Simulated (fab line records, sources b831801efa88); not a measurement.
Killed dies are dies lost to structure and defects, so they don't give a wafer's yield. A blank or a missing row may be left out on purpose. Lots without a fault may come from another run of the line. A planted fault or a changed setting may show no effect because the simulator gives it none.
Which tool did it? | flow sky130 | 10 lots, 30 wafers sampled, at 5 steps of a route of 708

WHAT THE GAUGES READ, wafer by wafer
SKY_VIA2_RS_MEAS_22: measures by four-point-probe.
lot  | measured     | on            | VIA2_W_RS (ohm/sq)
L545 | day 37 08:37 | film_metro-01 | 0.274 0.276 0.271
L548 | day 38 13:12 | film_metro-04 | 0.272 0.274 0.271
L553 | day 39 15:36 | film_metro-04 | 0.269 0.263 0.178
L555 | day 40 07:46 | film_metro-03 | 0.259 0.184 0.264
L562 | day 42 12:20 | film_metro-01 | 0.265 0.266 0.272
L563 | day 42 16:04 | film_metro-01 | 0.277 0.269 0.276
L564 | day 43 01:13 | film_metro-04 | 0.278 0.276 0.271
L566 | day 43 06:31 | film_metro-01 | 0.271 0.274 0.279
L567 | day 43 14:56 | film_metro-04 | 0.280 0.277 0.272
L568 | day 43 15:22 | film_metro-01 | 0.276 0.267 0.277

SKY_VIA2_THK_MEAS_23: measures by xrf.
lot  | measured     | on            | VIA2_W_THK (nm)
L545 | day 37 08:43 | film_metro-01 | 404 404 411
L548 | day 38 13:19 | film_metro-04 | 412 412 411
L553 | day 39 15:43 | film_metro-04 | 412 420 -
L555 | day 40 07:53 | film_metro-03 | 438 - 429
L562 | day 42 12:26 | film_metro-01 | 419 416 411
L563 | day 42 16:10 | film_metro-01 | 401 414 406
L564 | day 43 01:19 | film_metro-04 | 406 406 416
L566 | day 43 06:38 | film_metro-01 | 410 401 399
L567 | day 43 15:04 | film_metro-04 | 404 408 414
L568 | day 43 15:28 | film_metro-01 | 402 415 400

WHICH TOOL RAN EACH LOT (tool, then ch and the chambers of the sampled wafers, then the start)
lot  | SKY_METAL2_STRIP_20                  | SKY_VIA2_ETCH_15                   | SKY_VIA2_CVD_21
L545 | plasma_asher-02 ch 0,1, day 36 04:20 | rie_diel-04 ch 0,2,3, day 37 07:44 | cvd_w-01 ch 0,1, day 37 08:28
L548 | plasma_asher-01 ch 0, day 37 08:36   | rie_diel-02 ch 0,1,3, day 38 12:19 | cvd_w-02 ch 0, day 38 13:04
L553 | plasma_asher-01 ch 0,1, day 38 12:16 | rie_diel-01 ch 1,2,3, day 39 14:43 | cvd_w-02 ch 0,1, day 39 15:28
L555 | plasma_asher-01 ch 0,1, day 39 04:08 | rie_diel-04 ch 0,1,2, day 40 06:52 | cvd_w-02 ch 0,1, day 40 07:37
L562 | plasma_asher-02 ch 0,1, day 41 09:46 | rie_diel-04 ch 1,2, day 42 11:26   | cvd_w-02 ch 0,1, day 42 12:12
L563 | plasma_asher-03 ch 0,1, day 41 13:40 | rie_diel-02 ch 2,3, day 42 15:11   | cvd_w-02 ch 0,1, day 42 15:56
L564 | plasma_asher-01 ch 0,1, day 41 22:30 | rie_diel-02 ch 0,1, day 43 00:19   | cvd_w-01 ch 0,1, day 43 01:04
L566 | plasma_asher-03 ch 0,1, day 42 05:12 | rie_diel-01 ch 0,3, day 43 05:38   | cvd_w-01 ch 0,1, day 43 06:23
L567 | plasma_asher-03 ch 0,1, day 42 13:07 | rie_diel-04 ch 1,2,3, day 43 14:05 | cvd_w-01 ch 0,1, day 43 14:49
L568 | plasma_asher-01 ch 0,1, day 42 14:08 | rie_diel-01 ch 2,3, day 43 14:26   | cvd_w-02 ch 0,1, day 43 15:15
- SKY_METAL2_STRIP_20: strips in O2/N2.
- SKY_VIA2_ETCH_15: etches SiO2 in C4F8/O2/Ar, stops on TiN, target depth 546 nm, time 84 s.
- SKY_VIA2_CVD_21: deposits W, target thk 420 nm, time 126.4 s.

WHAT THE TOOLS THEMSELVES READ (means of the sampled wafers that have a number; where no wafer has one, the mark that the record gives instead)
SKY_METAL2_STRIP_20.
lot  | tool            | drypump_motor_current_A (A) | oes_product_au (a.u.) | strip_time_to_endpoint_s (s)
L545 | plasma_asher-02 | 5.3                         | 0.345                 | 2.82
L548 | plasma_asher-01 | 5.0                         | 0.344                 | 2.75
L553 | plasma_asher-01 | 5.5                         | 0.345                 | 2.73
L555 | plasma_asher-01 | 5.6                         | 0.349                 | 2.73
L562 | plasma_asher-02 | 5.3                         | 0.343                 | 2.82
L563 | plasma_asher-03 | 5.6                         | 0.346                 | 2.81
L564 | plasma_asher-01 | 5.6                         | 0.346                 | 2.74
L566 | plasma_asher-03 | 5.6                         | 0.345                 | 2.76
L567 | plasma_asher-03 | 5.6                         | 0.345                 | 2.69
L568 | plasma_asher-01 | 5.6                         | 0.346                 | 2.74

SKY_VIA2_ETCH_15.
lot  | tool        | oes_product_au (a.u.)
L545 | rie_diel-04 | 0.937
L548 | rie_diel-02 | 0.943
L553 | rie_diel-01 | 0.944
L555 | rie_diel-04 | 0.943
L562 | rie_diel-04 | 0.940
L563 | rie_diel-02 | 0.938
L564 | rie_diel-02 | 0.939
L566 | rie_diel-01 | 0.941
L567 | rie_diel-04 | 0.943
L568 | rie_diel-01 | 0.940

SKY_VIA2_CVD_21.
lot  | tool     | heater_power_w (W) | susceptor_temp_C (C)
L545 | cvd_w-01 | 846                | 400.00
L548 | cvd_w-02 | 910                | 400.01
L553 | cvd_w-02 | 900                | 400.11
L555 | cvd_w-02 | 916                | 400.09
L562 | cvd_w-02 | 925                | 400.18
L563 | cvd_w-02 | 908                | 399.85
L564 | cvd_w-01 | 768                | 399.87
L566 | cvd_w-01 | 769                | 400.13
L567 | cvd_w-01 | 779                | 399.75
L568 | cvd_w-02 | 926                | 399.93

THE ANSWER, worked out from the rows above alone
Rule: what is usual is taken from the lots themselves. Put in order of their means at a reading, lots are off if they are a third of the lots or fewer, leave a main group of 4 or more, and stand apart from it by a gap of 3 or more times the standard deviation of the main group's means; of several such gaps the widest counts. A main group whose means are all the same, to the digits that the tables above print for the reading, isn't used. A lot without any number at a reading at which 4 lots or more have one is off too. The other lots that the step has rows for count as sound. The gauges are gone through in route order, then the tools' own readings, and for those a lot's mean is taken as printed above. The first step at which some lot is off is used, and at that step the reading that is off furthest; a lot without a number counts as furthest.
Off: L553, L555, at SKY_VIA2_RS_MEAS_22 (VIA2_W_RS). The main group: mean 0.273 ohm/sq, standard deviation 0.0024.
A tool fits if, at a process step before that reading, it ran every lot that is off, and no sound lot after the first of them. The gauges at SKY_VIA2_RS_MEAS_22 are tried like those tools. None of those tried fits.

WHAT THE SIMULATOR HAD PUT IN
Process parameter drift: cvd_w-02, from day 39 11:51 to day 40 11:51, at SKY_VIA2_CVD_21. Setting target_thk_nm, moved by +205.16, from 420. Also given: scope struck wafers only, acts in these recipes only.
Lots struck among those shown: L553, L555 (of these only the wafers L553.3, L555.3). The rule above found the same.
